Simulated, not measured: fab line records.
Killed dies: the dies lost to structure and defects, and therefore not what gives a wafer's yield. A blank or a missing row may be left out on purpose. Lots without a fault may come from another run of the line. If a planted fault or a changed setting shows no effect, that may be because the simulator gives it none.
What tool caused it?    flow sky130    11 lots with 33 wafers sampled at 3 steps, on a route of 708 steps

== WHAT THE GAUGES READ, wafer by wafer ==
SKY_SD_P_CD_MEAS_07: the cd target is 380 nm.
lot   measured      on         cd_nm (nm)
L934  day 26 09:00  cd_sem-01  377.1 377.1 378.4
L935  day 26 19:07  cd_sem-01  379.9 378.4 380.9
L937  day 27 19:49  cd_sem-02  379.5 378.9 379.1
L943  day 29 18:10  cd_sem-02  380.1 382.7 378.4
L948  day 31 01:01  cd_sem-02  383.7 381.8 382.0
L949  day 31 08:22  cd_sem-01  379.4 382.1 382.5
L950  day 31 21:55  cd_sem-02  383.0 384.9 384.1
L951  day 32 03:04  cd_sem-02  378.5 380.9 378.1
L952  day 32 09:08  cd_sem-01  377.3 379.7 377.6
L954  day 32 22:26  cd_sem-02  380.0 377.4 376.7
L955  day 33 05:40  cd_sem-02  381.1 379.3 379.9

SKY_SD_N_TW_MEAS_12.
lot   measured      on             SD_N_TW
L934  day 28 20:20  film_metro-01  3983 3980 3979
L935  day 29 06:17  film_metro-01  3974 3994 3995
L937  day 30 05:28  film_metro-04  3946 3933 3969
L943  day 32 02:12  film_metro-03  3978 3983 4004
L948  day 33 07:55  film_metro-01  3919 3930 3923
L949  day 33 14:31  film_metro-03  3989 3976 3993
L950  day 34 03:25  film_metro-03  4019 4026 4018
L951  day 34 08:28  film_metro-03  4013 4009 4002
L952  day 34 15:34  film_metro-01  3990 3985 3970
L954  day 35 04:40  film_metro-01  3950 3945 3967
L955  day 35 10:37  film_metro-04  3903 3912 3949

SKY_SD_N_RS_MEAS_18: the measuring method here is four-point-probe.
lot   measured      on             RES_XHIGH_RS (ohm/sq)
L934  day 28 20:53  film_metro-03  335.4 334.1 334.3
L935  day 29 06:49  film_metro-03  334.2 333.7 333.1
L937  day 30 06:03  film_metro-01  333.5 334.8 333.8
L943  day 32 02:44  film_metro-04  334.0 333.8 333.6
L948  day 33 08:26  film_metro-04  333.6 334.5 333.3
L949  day 33 15:04  film_metro-01  332.6 332.9 331.8
L950  day 34 03:56  film_metro-04  334.2 334.4 333.4
L951  day 34 08:59  film_metro-01  331.3 331.3 332.4
L952  day 34 16:05  film_metro-03  335.1 334.8 334.0
L954  day 35 05:11  film_metro-03  333.8 335.6 335.2
L955  day 35 11:10  film_metro-01  333.2 331.7 333.5

== EACH LOT AND THE TOOL THAT RAN IT (in order: tool; ch and the chambers of the sampled wafers; start) ==
There is no process step in the record ahead of these readings.

== AS READ BY THE TOOLS THEMSELVES (means over the sampled wafers that have a number; for cases with no such wafer, the mark the record gives instead) ==
The record holds no such reading with a usual standard deviation.

== THE ANSWER, worked out from the rows above alone ==
Rule: what is usual is taken from the lots themselves. The widest of any qualifying gaps counts: lots, ordered by their means at a reading, are off when they make up no more than a third of the lots, leave a main group of 4 or more, and stand apart from it by 3 or more times the standard deviation of that group's means. A main group whose means are all the same, to the digits that the tables above print for the reading, isn't used. Also off: a lot with no number at a reading for which 4 or more lots have one. Where the step has rows for the other lots, those lots are counted as sound. First the gauges in route order, then the tools' own readings, where a lot's mean is used as printed above. The first step at which some lot is off is used, and at that step the reading that is off furthest; a lot without a number counts as furthest.
None of the lots is off at any reading shown; this tells nothing.

== WHAT THE SIMULATOR PUT IN ==
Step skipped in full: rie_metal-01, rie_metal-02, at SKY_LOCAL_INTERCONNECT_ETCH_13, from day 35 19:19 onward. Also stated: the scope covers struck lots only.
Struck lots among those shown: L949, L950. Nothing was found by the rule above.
